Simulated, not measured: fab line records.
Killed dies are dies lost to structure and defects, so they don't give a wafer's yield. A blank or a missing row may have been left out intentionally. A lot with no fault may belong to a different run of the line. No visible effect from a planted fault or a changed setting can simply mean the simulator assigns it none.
8D (eight disciplines) problem report, filled in by code | flow gf180mcu | the parts of the form that need people (team, actions taken, sign-off) are left out

== 1. WHAT WENT WRONG ==
HV_LDD_4_TW at GF_HV_LDD_TW_MEAS_50 reads a mean of 495 on 6 wafers of 2 lots; wafers without a fault read 569 with a standard deviation of 7. Measured from the usual mean, that is -11 standard deviations.
Earliest sighting: wafer L340.3 on filmMetro-01 at day 16 17:58. Wafers with a number at this step in the record: 39, from 13 lots. The rule behind "out" and "out of limits": a value lying over 4 standard deviations away from the usual mean. The rest of the wafers with a number are treated as sound.

== 2. WHAT THIS IS AND IS NOT ==
question                    | is                         | is not
which readings at this step | HV_LDD_4_TW                | -
which lots                  | L340, L341                 | L327, L329, L330, L331, L332, L337, L343, L344, L348, L349, L350
which wafers of those lots  | all that have a number     | -
read on which gauges        | filmMetro-01, filmMetro-04 | filmMetro-03
when                        | from day 16 17:58          | up to then (18 sound wafers); but 15 sound wafers of L343, L344, L348, L349, L350 came after

== 3. SUSPECTS, AND WHAT RULES EACH OUT ==
Counting: a tool at a process step up to the reading stays a suspect if it ran every lot that is out and no sound lot after the first of them.
- the gauge at GF_HV_LDD_TW_MEAS_50: ruled out. The wafers that are out were read on 2 gauges (filmMetro-01, filmMetro-04).
- plasmaAsher-02 at GF_DUAL_GATE_STRIP_13 (strips in O2/N2): ruled out as a lasting fault. Following L340 (day 12 02:22), the first lot on it that is out, the sound lots L343 were run on it.
- implanter-03 at GF_HV_LDD_IMPLANT_48: ruled out as a lasting fault. Following L340 (day 16 17:44), the first lot on it that is out, the sound lots L349 were run on it.
Left after counting: nothing in the record.

== 4. THE CAUSE (what the simulator had put in) ==
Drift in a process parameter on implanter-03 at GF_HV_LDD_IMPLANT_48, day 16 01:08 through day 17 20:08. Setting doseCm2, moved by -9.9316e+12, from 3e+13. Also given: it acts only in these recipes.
The count ruled it out by mistake, since the rule takes a fault to strike every lot its tool runs from the start of the fault on, and this one did not do so.

== 5. THE CHAIN OF EFFECTS, in route order ==
Rows list readings where the struck wafers' mean (over those with a number) sits beyond 3 standard deviations from the usual. Only readings whose record carries a usual standard deviation are examined. hours: median over the lots of the time between each lot's start at the first step of this table that gives one and its start at this step. sigmas: the change, counted in usual standard deviations.
hours | step                 | reading          | usual | on struck wafers | change | sigmas
0     | GF_HV_LDD_IMPLANT_48 | doseIonsCm2      | 3e+13 | 2e+13            | -1e+13 | -99 or more
0     | GF_HV_LDD_IMPLANT_48 | faradayCurrentUA | 169   | 114              | -55    | -18
0     | GF_HV_LDD_TW_MEAS_50 | HV_LDD_4_TW      | 569   | 495              | -74    | -11
Here are the process steps it includes:
- GF_HV_LDD_IMPLANT_48

== 6. HOW IT WOULD HAVE BEEN CAUGHT EARLIER ==
The first out-of-limits reading at a measuring or inspecting step in this record came at day 16 17:58, 17 hours after the fault's start at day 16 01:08.
At GF_HV_LDD_IMPLANT_48, the tool's own readings (doseIonsCm2, faradayCurrentUA) were out on each struck wafer the step has a row for, so an alarm limit on them would have fired on the first such wafer.
